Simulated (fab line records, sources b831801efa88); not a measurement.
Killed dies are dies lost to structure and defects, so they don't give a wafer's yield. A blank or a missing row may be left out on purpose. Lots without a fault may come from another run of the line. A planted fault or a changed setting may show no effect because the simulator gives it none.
A struck lot beside a sound one | flow sky130 | 16 steps out of a route of 708
Sound: wafers L754.3, L754.4, L754.6. Struck: wafer L765.4. (L765.3, L765.6 of the same lot were not struck and are left out.) The cause comes at the end.
At each step with rows: each side's tool, then ch and its chambers, then its first start. Under that, the readings that differ: sound wafers | struck wafers | difference of the means | sigmas: that difference in standard deviations of wafers without a fault.
alike: readings whose means differ by less than 2 such deviations, and words and numbers that are the same on both sides. not compared: withheld readings, readings that some wafer has no value for, bounds like >300 that may hide the same value, and numbers for which the record gives no deviation and whose values overlap.
The two part at a step that has a row with sigmas, a row that says differs or no value, or rows on one side only. Numbers that don't overlap but have no deviation are shown without sigmas and don't part them. A reading that every wafer of one side lacks parts them only if that side has two wafers or more.

SKY_METAL4_SPUTTER_04: material TiN, target thk 70 nm, time 58.3 s.
  sound on pvd_sputter-01, day 41 04:53; struck on pvd_sputter-04, day 44 06:13
  alike: chamber_pressure_pa, throttle_valve_pct
SKY_CAP2M_CVD_00: deposits SiO2, target thk 15.5 nm.
  sound on pecvd-01 ch 0,1, day 41 04:56; struck on pecvd-01 ch 2, day 44 06:16
  alike: heater_power_w
SKY_CAP2M_THK_MEAS_01:
  sound on film_metro-04, day 41 04:59; struck on film_metro-03, day 44 06:19
  alike: CAP2M_CVD_00_THK
SKY_CAP2M_SPUTTER_02: material TiN, target thk 200 nm, time 166.7 s.
  sound on pvd_sputter-04, day 41 05:01; struck on pvd_sputter-03, day 44 06:21
  reading                  | sound                | struck | difference | sigmas
  chamber_pressure_pa (Pa) | 0.3997 0.4000 0.4010 | 0.3984 | -0.0018    | -2
  alike: throttle_valve_pct
SKY_CAP2M_RS_MEAS_03: measures by four-point-probe.
  sound on film_metro-03, day 41 05:10; struck on film_metro-02, day 44 06:30
  alike: CAP2M_TIN_RS
SKY_CAP2M_THK_MEAS_04: measures by xrf.
  sound on film_metro-03, day 41 05:16; struck on film_metro-02, day 44 06:36
  alike: CAP2M_TIN_THK
then, 6 steps without rows for these wafers: SKY_CAP2M_DEHYDRATE_05 (time 60 s); SKY_CAP2M_HMDS_06 (prime time 60 s); SKY_CAP2M_COAT_07 (resist thk 1140 nm); SKY_CAP2M_SOFTBAKE_08 (time 60 s); SKY_CAP2M_EXPOSE_09 (exposes mask CAP2M, target cd 1000 nm); SKY_CAP2M_PEB_10.
SKY_CAP2M_DEVELOP_11: develop time 60 s.
  sound on litho_track-03 ch 0, day 42 04:16; struck on litho_track-03 ch 0, day 45 03:58
  alike: developer_temp_C, resist_line_temp_C
SKY_CAP2M_OVL_MEAS_12:
  sound on overlay-01, day 42 04:23; struck on overlay-01, day 45 04:05
  alike: CAP2M_OVL
SKY_CAP2M_METAL_ETCH_13: etches TiN in Cl2/BCl3, stops on SiO2, target depth 220 nm, time 62.9 s.
  sound on rie_metal-04 ch 0,1, day 42 04:26; struck on rie_metal-01 ch 1, day 45 04:08
  reading                | sound             | struck | difference | sigmas
  model.CAP2M.cd_nm (nm) | 998.7 999.7 999.8 | 1007   | +8         |
  alike: bias_w, drypump_motor_current_A, oes_product_au, throttle_valve_pct
  not compared: rf_hours_counter_h
SKY_CAP2M_STRIP_14: strips in O2/N2.
  sound on plasma_asher-01 ch 0,1, day 42 04:31; struck on plasma_asher-03 ch 1, day 45 04:13
  alike: drypump_motor_current_A, oes_product_au, strip_time_to_endpoint_s
  not compared: rf_hours_counter_h

WHERE THEY PART
Only at SKY_CAP2M_SPUTTER_02, within this record. Later steps at which nothing parts them and some readings are alike: SKY_CAP2M_RS_MEAS_03, SKY_CAP2M_THK_MEAS_04, SKY_CAP2M_DEVELOP_11, SKY_CAP2M_OVL_MEAS_12, SKY_CAP2M_METAL_ETCH_13, SKY_CAP2M_STRIP_14.

WHY: what the simulator had put in
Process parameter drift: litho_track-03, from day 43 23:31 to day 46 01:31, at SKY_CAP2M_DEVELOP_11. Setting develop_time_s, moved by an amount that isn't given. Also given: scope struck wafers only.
